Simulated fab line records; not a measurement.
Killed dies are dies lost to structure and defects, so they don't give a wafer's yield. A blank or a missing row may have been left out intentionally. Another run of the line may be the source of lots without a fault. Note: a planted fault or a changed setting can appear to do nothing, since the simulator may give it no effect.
Struck lot and sound lot, side by side | flow sfq_line | 19 steps out of a route of 325
Sound: wafers L873.1, L873.3, L873.4. Struck: wafers L875.4, L875.6. (L875.5 of the same lot was not struck and is left out.) The cause comes at the end.
At each step with rows: each side's tool, then ch and its chambers, then its first start. Under that, the readings that differ: sound wafers | struck wafers | difference of the means | sigmas: that difference in standard deviations of wafers without a fault.
alike: words and numbers the same on both sides, and readings whose means are apart by under 2 such deviations; not compared: readings that were withheld, readings missing a value for some wafer, numbers with overlapping values and no deviation given by the record, and bounds like >300 which may hide the same value.
A row with sigmas, a row that says differs or no value, or rows on one side alone: a step with any of these is where the two part. Numbers that have no deviation but don't overlap get no sigmas and don't part them. Lack of a reading on every wafer of one side parts them only where that side has two or more wafers.

first, 4 steps without rows for these wafers: SFQ_TRILAYER_I5_LITHO_SOFTBAKE_148; SFQ_TRILAYER_I5_LITHO_EXPOSE_145 (exposes mask I5, target cd 700 nm); SFQ_TRILAYER_I5_LITHO_PEB_147 (peb time 60 s); SFQ_TRILAYER_I5_LITHO_DEVELOP_146 (time 60 s).
SFQ_I5_OVL_MEAS_936:
  sound: overlay-01 at day 58 17:58; struck: overlay-01 at day 58 23:59
  alike: I5_OVL
SFQ_TRILAYER_I5_BARC_OPEN_VIA_ETCH_200: etches BARC in O2, target depth 125 nm, time 41.7 s.
  sound on rie_diel-02 ch 0,1,3, day 58 18:01; struck on rie_diel-01 ch 0,3, day 59 00:01
  alike: drypump_motor_current_A, oes_product_au, rf_fwd_power_W
  not compared: rf_hours_counter_h
SFQ_TRILAYER_I5_ETCH_VIA_ETCH_147: etches the open film in CHF3, stops on Nb, target depth 360 nm.
  sound on rie_diel-02 ch 0,1,3, day 58 18:03; struck on rie_diel-01 ch 0,3, day 59 00:03
  alike: drypump_motor_current_A, oes_product_au, rf_fwd_power_W
SFQ_TRILAYER_I5_STRIP_STRIP_148: strips in O2.
  sound on rie_metal-03 ch 0,1, day 58 18:12; struck on rie_metal-04 ch 0, day 59 00:24
  alike: drypump_motor_current_A, oes_product_au
  not compared: rf_hours_counter_h
then, 4 steps without rows for these wafers: SFQ_TRILAYER_I5_STRIP_SOLV_CLEAN_149 (cleans in NMP, time 600 s); SFQ_TRILAYER_C5_LITHO_COAT_156 (resist thk 62 nm); SFQ_TRILAYER_C5_LITHO_COAT_151 (resist thk 650 nm); SFQ_TRILAYER_C5_LITHO_SOFTBAKE_155.
SFQ_TRILAYER_C5_LITHO_EXPOSE_152: exposes mask C5, target cd 500 nm.
  sound on krf_scanner-02 ch 0, day 58 21:16; struck on krf_scanner-02 ch 0, day 59 02:40
  alike: mask
then, 2 steps without rows for these wafers: SFQ_TRILAYER_C5_LITHO_PEB_154 (peb time 60 s); SFQ_TRILAYER_C5_LITHO_DEVELOP_153 (time 60 s).
SFQ_C5_OVL_MEAS_937:
  sound: overlay-01 at day 58 22:46; struck: overlay-01 at day 59 03:35
  alike: C5_OVL
SFQ_TRILAYER_C5_BARC_OPEN_VIA_ETCH_210: etches BARC in O2, target depth 125 nm, time 41.7 s.
  sound on rie_diel-03 ch 0,1,2, day 58 22:49; struck on rie_diel-01 ch 0,3, day 59 03:37
  reading             | sound             | struck    | difference | sigmas
  model.C5.cd_nm (nm) | 498.9 500.2 499.3 | 509.7 509 | +9.9       |
  alike: drypump_motor_current_A, oes_product_au, rf_fwd_power_W
  not compared: rf_hours_counter_h
SFQ_TRILAYER_C5_ETCH_VIA_ETCH_154: etches SiO2 in CHF3, stops on Nb, target depth 84 nm.
  sound on rie_diel-03 ch 0,1,2, day 58 22:51; struck on rie_diel-01 ch 0,3, day 59 03:39
  reading             | sound           | struck      | difference | sigmas
  model.C5.cd_nm (nm) | 498 499.7 499.3 | 509.7 509.1 | +10.4      |
  alike: drypump_motor_current_A, oes_product_au, rf_fwd_power_W
SFQ_TRILAYER_C5_STRIP_STRIP_155: strips in O2.
  sound on rie_metal-03 ch 0,1, day 58 22:53; struck on rie_metal-02 ch 1, day 59 04:17
  alike: drypump_motor_current_A, oes_product_au
  not compared: rf_hours_counter_h

WHERE THEY PART
Nowhere in this record.

WHY: the cause the simulator had injected
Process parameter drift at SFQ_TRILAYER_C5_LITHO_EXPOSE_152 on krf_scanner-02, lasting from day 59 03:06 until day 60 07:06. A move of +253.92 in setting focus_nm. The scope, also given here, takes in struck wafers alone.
